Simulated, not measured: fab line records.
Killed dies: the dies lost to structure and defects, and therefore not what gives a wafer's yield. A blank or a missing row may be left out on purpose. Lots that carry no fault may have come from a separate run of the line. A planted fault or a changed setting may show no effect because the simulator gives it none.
What tool caused it?	flow gf180mcu	12 lots, 36 wafers sampled, at 6 steps of a route of 602

WHAT EACH GAUGE READ, for each wafer
GF_POLY_GATE_THK_MEAS_01. Usual: POLY_GATE_CVD_00_THK gives 199.7 nm (standard deviation 1.9).
lot	measured	on	POLY_GATE_CVD_00_THK (nm)	flag
L159	day 8 13:17	film metro-02	204.2 205.1 204.0	
L164	day 10 04:59	film metro-04	201.3 200.3 199.9	
L165	day 10 11:23	film metro-03	202.2 201.7 200.5	
L167	day 10 19:23	film metro-02	198.2 199.8 200.0	
L168	day 11 07:35	film metro-03	201.2 202.7 200.7	
L171	day 12 03:33	film metro-03	199.5 199.8 200.5	
L173	day 12 15:24	film metro-03	199.6 199.5 200.2	
L176	day 13 10:41	film metro-02	200.0 198.6 197.7	
L177	day 13 17:58	film metro-03	139.2 140.0 139.2 139.1 139.9 139.2	OFF
L178	day 14 06:07	film metro-02	138.9 137.6 139.7 138.9 137.5 139.6	OFF
L180	day 14 17:53	film metro-04	199.7 198.0 197.6	
L181	day 15 00:10	film metro-03	198.7 196.0 198.0	

GF_POLY_GATE_THK_MEAS_17. Usual: POLY_GATE_OXIDATION_THK gives 4.03 nm (standard deviation 0.07).
lot	measured	on	POLY_GATE_OXIDATION_THK (nm)	flag
L159	day 9 08:32	film metro-03	4.02 3.98 3.94	
L164	day 11 00:43	film metro-02	4.15 4.08 3.98	
L165	day 11 07:32	film metro-02	4.02 4.08 4.06	
L167	day 11 16:10	film metro-04	4.02 4.07 3.96	
L168	day 12 04:13	film metro-03	3.99 4.08 4.02	
L171	day 13 00:46	film metro-04	4.11 4.12 4.07	
L173	day 13 13:07	film metro-03	4.01 4.16 4.05	
L176	day 14 09:37	film metro-03	4.06 4.13 4.08	
L177	day 14 17:04	film metro-04	4.00 4.00 4.06	
L178	day 15 05:22	film metro-02	4.00 4.00 4.03	
L180	day 15 17:14	film metro-03	4.04 3.99 4.04	
L181	day 16 00:20	film metro-03	3.96 3.96 4.02	

GF_NSD_TW_MEAS_12. Usual: NSD_TW gives 4253 (standard deviation 21).
lot	measured	on	NSD_TW	flag
L159	day 13 09:53	film metro-02	4260 4281 4276	
L164	day 15 11:35	film metro-03	4251 4295 4260	
L165	day 15 18:13	film metro-03	4281 4281 4267	
L167	day 16 03:47	film metro-01	4265 4253 4273	
L168	day 16 16:56	film metro-01	4248 4268 4249	
L171	day 17 19:20	film metro-01	4267 4294 4283	
L173	day 18 06:46	film metro-03	4228 4237 4229	
L176	day 19 06:07	film metro-02	4247 4202 4240	
L177	day 19 12:55	film metro-02	4230 4206 4228	
L178	day 20 03:19	film metro-01	4253 4225 4246	
L180	day 20 17:29	film metro-02	4271 4266 4256	
L181	day 21 01:43	film metro-02	4240 4256 4264	

WHAT TOOL EACH LOT RAN ON (gives the tool, then ch and the chambers of the sampled wafers, and finally the start)
lot	GF_POLY_GATE_CVD_00	GF_POLY_GATE_ETCH_12	GF_POLY_GATE_ETCH_13
L159	lpcvd-02 ch 1, day 8 11:57	rie diel-02 ch 1,2, day 9 06:37	rie si-01 ch 0,1,2, day 9 06:40
L164	lpcvd-02 ch 1, day 10 03:40	rie diel-02 ch 0,1,3, day 10 23:13	rie si-02 ch 1,2,3, day 10 23:16
L165	lpcvd-02 ch 1, day 10 09:22	rie diel-04 ch 0,2,3, day 11 05:58	rie si-02 ch 0,3, day 11 06:01
L167	lpcvd-01 ch 1, day 10 18:01	rie diel-03 ch 1,3, day 11 14:07	rie si-02 ch 1,3, day 11 14:10
L168	lpcvd-02 ch 1, day 11 06:14	rie diel-04 ch 0,1,2, day 12 02:41	rie si-01 ch 0,2,3, day 12 02:44
L171	lpcvd-02 ch 0, day 12 02:12	rie diel-03 ch 1,3, day 12 23:16	rie si-02 ch 0,2,3, day 12 23:19
L173	lpcvd-01 ch 1, day 12 14:04	rie diel-04 ch 0,1,3, day 13 11:37	rie si-01 ch 0,2,3, day 13 11:40
L176	lpcvd-01 ch 0, day 13 09:22	rie diel-02 ch 1,2,3, day 14 08:07	rie si-01 ch 0,1, day 14 08:10
L177	lpcvd-02 ch 1, day 13 16:37	rie diel-02 ch 2,3, day 14 15:33	rie si-02 ch 0,1, day 14 15:37
L178	lpcvd-02 ch 1, day 14 04:46	rie diel-03 ch 1,2,3, day 15 03:26	rie si-01 ch 0,1,2, day 15 03:29
L180	lpcvd-01 ch 0, day 14 16:32	rie diel-02 ch 0,2, day 15 15:22	rie si-02 ch 0,2,3, day 15 15:25
L181	lpcvd-01 ch 0, day 14 22:50	rie diel-04 ch 1,2,3, day 15 22:41	rie si-02 ch 0,2,3, day 15 22:44
- GF_POLY_GATE_CVD_00: deposits poly-Si, target thk 200 nm, time 1200 s.
- GF_POLY_GATE_ETCH_12: etches BARC in N2/H2.
- GF_POLY_GATE_ETCH_13: etches poly-Si in HBr/Cl2, stops on SiO2, target depth 198.5 nm, time 69.6 s.

WHAT THE TOOLS THEMSELVES READ (means of the sampled wafers that have a number; where no wafer has one, the mark that the record gives instead)
GF_POLY_GATE_CVD_00. Usual: pressure mtorr at 200.1 mTorr, with a standard deviation of 0.37.
lot	tool	pressure mtorr (mTorr)	flag
L159	lpcvd-02	200.1	
L164	lpcvd-02	200.2	
L165	lpcvd-02	200.3	
L167	lpcvd-01	200.5	
L168	lpcvd-02	200.4	
L171	lpcvd-02	200.2	
L173	lpcvd-01	200.0	
L176	lpcvd-01	200.0	
L177	lpcvd-02	99.7	OFF
L178	lpcvd-02	100.1	OFF
L180	lpcvd-01	200.4	
L181	lpcvd-01	199.2	

GF_POLY_GATE_ETCH_12. Usual: drypump motor current A 5.7 A, standard deviation 0.41; oes product au 0.735 a.u., standard deviation 0.0044; throttle valve pct 13.215 %, standard deviation 0.01.
lot	tool	drypump motor current A (A)	oes product au (a.u.)	throttle valve pct (%)	flag
L159	rie diel-02	5.4	0.729	13.200	
L164	rie diel-02	5.5	0.733	13.218	
L165	rie diel-04	5.6	0.734	13.210	
L167	rie diel-03	5.6	0.733	13.227	
L168	rie diel-04	5.6	0.733	13.214	
L171	rie diel-03	5.6	0.733	13.213	
L173	rie diel-04	5.5	0.738	13.207	
L176	rie diel-02	5.3	0.737	13.227	
L177	rie diel-02	5.0	0.739	13.219	
L178	rie diel-03	5.9	0.738	13.210	
L180	rie diel-02	5.6	0.737	13.218	
L181	rie diel-04	5.8	0.738	13.213	

GF_POLY_GATE_ETCH_13. Usual: drypump motor current A 5.6 A, standard deviation 0.46; oes product au 0.992 a.u., standard deviation 0.0066; throttle valve pct 33.684 %, standard deviation 0.0097.
lot	tool	drypump motor current A (A)	oes product au (a.u.)	throttle valve pct (%)	flag
L159	rie si-01	5.3	1.000	33.695	
L164	rie si-02	5.8	0.995	33.687	
L165	rie si-02	6.3	1.003	33.689	
L167	rie si-02	6.1	0.987	33.687	
L168	rie si-01	5.1	0.993	33.680	
L171	rie si-02	5.9	0.992	33.685	
L173	rie si-01	5.1	0.995	33.679	
L176	rie si-01	5.6	0.995	33.678	
L177	rie si-02	5.7	0.783	33.679	OFF
L178	rie si-01	5.3	0.776	33.691	OFF
L180	rie si-02	5.9	0.994	33.681	
L181	rie si-02	5.9	0.987	33.684	

THE ANSWER, worked out from the rows above alone
Rule: a lot counts as off when the mean over its wafers that have a number is more than 3 standard deviations away from the usual mean. Also off: a lot with no number at a reading for which 4 or more lots have one. The other lots that the step has rows for count as sound. First the gauges in route order, then the tools' own readings, where a lot's mean is used as printed above. The first step at which some lot is off is used, and at that step the reading that is off furthest; a lot without a number counts as furthest.
Off: at GF_POLY_GATE_THK_MEAS_01 (POLY_GATE_CVD_00_THK), L177, L178.
If a tool, at a process step before that reading, ran all the lots that are off and no sound lot after the first of them, it fits. Not tried: the gauges at GF_POLY_GATE_THK_MEAS_01; whatever is off there is also off at GF_POLY_GATE_CVD_00, on other tools, and gauge error can't account for it. One candidate fits, namely lpcvd-02 at GF_POLY_GATE_CVD_00. A fault onset in the window from L171 (day 12 02:12, its last sound lot) to L177 (day 13 16:37, its first lot off) fits.
The tool's own readings at GF_POLY_GATE_CVD_00 bear it out: on the lots that are off they differ by more than 5 times the standard deviation of the sound lots' means. pressure mtorr reads 99.9 mTorr there against 200.1 mTorr on the sound lots.

WHAT THE SIMULATOR PUT IN
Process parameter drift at GF_POLY_GATE_CVD_00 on lpcvd-02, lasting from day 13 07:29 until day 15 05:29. Setting pressure mtorr shifted by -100 from 200. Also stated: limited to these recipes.
Shown lots that were struck: L177, L178. This agrees with what the rule above found.
